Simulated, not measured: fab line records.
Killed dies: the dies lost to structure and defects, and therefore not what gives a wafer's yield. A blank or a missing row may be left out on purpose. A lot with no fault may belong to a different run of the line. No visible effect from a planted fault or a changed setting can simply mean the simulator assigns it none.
A struck lot beside a sound one / flow sky130 / 15 out of 708 route steps
Sound: the wafers L421.2, L421.4, L421.5. Struck: wafer L428.2. (L428.1 of the same lot was not struck and is left out.) The cause comes at the end.
At each step with rows: each side's tool, then ch and its chambers, then its first start. Under that, the readings that differ: sound wafers / struck wafers / difference of the means / sigmas: that difference in standard deviations of wafers without a fault.
alike: a reading whose means differ by less than 2 such deviations, as well as words and numbers matching on both sides. not compared: withheld readings; readings where some wafer has no value; bounds like >300 that might hide an equal value; numbers whose values overlap and for which the record gives no deviation.
A row with sigmas, a row that says differs or no value, or rows on one side alone: a step with any of these is where the two part. When numbers do not overlap yet have no deviation, they are printed without sigmas and do not part them. A reading missing from all wafers of one side parts the sides only when that side holds two or more wafers.

first, 8 steps without rows for these wafers: SKY_METAL3_DEHYDRATE_05 (time 60 s); SKY_METAL3_HMDS_06 (prime time 60 s); SKY_METAL3_COAT_07 (resist thk 60 nm); SKY_METAL3_COAT_08 (resist thk 1140 nm); SKY_METAL3_SOFTBAKE_09 (time 90 s); SKY_METAL3_EXPOSE_10 (exposes mask MM3, target cd 300 nm); SKY_METAL3_PEB_11; SKY_METAL3_DEVELOP_12 (develop time 60 s).
SKY_METAL3_CD_MEAS_13 targets a cd of 300 nm.
  struck on cd sem-02, day 41 10:07; sound on cd sem-02, day 38 20:41
reading=cd nm (nm); sound=298.6 299.3 299.5; struck=302.4; difference=+3.3; sigmas=+3
SKY_METAL3_OVL_MEAS_14:
  struck on overlay-01, day 41 10:14; sound on overlay-02, day 38 20:47
reading=METAL3_OVL (nm); sound=3 7 7; struck=-10; difference=-16; sigmas=-3
SKY_METAL3_DESCUM_15: chemistry O2, time 8 s.
  sound on rie metal-02 ch 0, day 38 20:49; struck on rie metal-02 ch 1, day 41 10:16
  alike: drypump motor current A, oes product au
  not compared: rf hours counter h
SKY_METAL3_ETCH_16: etches BARC in N2/H2, stops on SiO2, time 88.2 s, target depth 60 nm.
  sound on rie metal-02 ch 0, day 38 20:51; struck on rie metal-02 ch 1, day 41 10:20
  alike: drypump motor current A, oes product au, throttle valve pct
  not compared: rf hours counter h
SKY_METAL3_ETCH_17: etches SiO2 in C4F8/O2/Ar, stops on TiN, time 3.9 s, target depth 15 nm.
  sound on rie diel-01 ch 2,3, day 38 20:56; struck on rie diel-04 ch 2, day 41 10:32
reading=model.TiN_of_METAL3_SPUTTER_04.thk nm (nm); sound=69.37 69.72 69.81; struck=68.96; difference=-0.67; sigmas=
  alike: oes product au
  not compared: rf hours counter h
SKY_METAL3_METAL_ETCH_18: etches the open film in Cl2/BCl3, stops on SiO2, target depth 845 nm, time 183.1 s.
  sound on rie metal-04 ch 0,1, day 38 20:58; struck on rie metal-04 ch 0, day 41 10:32
  alike: drypump motor current A, oes product au, throttle valve pct
  not compared: rf hours counter h
following that, these wafers have no rows for 1 step: SKY_PAD_OPEN_PROBE_99.

== WHERE THEY PART ==
First at SKY_METAL3_CD_MEAS_13; last, within this record, at SKY_METAL3_OVL_MEAS_14. Later steps at which nothing parts them and some readings are alike: SKY_METAL3_DESCUM_15, SKY_METAL3_ETCH_16, SKY_METAL3_ETCH_17, SKY_METAL3_METAL_ETCH_18.

WHY: what had been put in by the simulator
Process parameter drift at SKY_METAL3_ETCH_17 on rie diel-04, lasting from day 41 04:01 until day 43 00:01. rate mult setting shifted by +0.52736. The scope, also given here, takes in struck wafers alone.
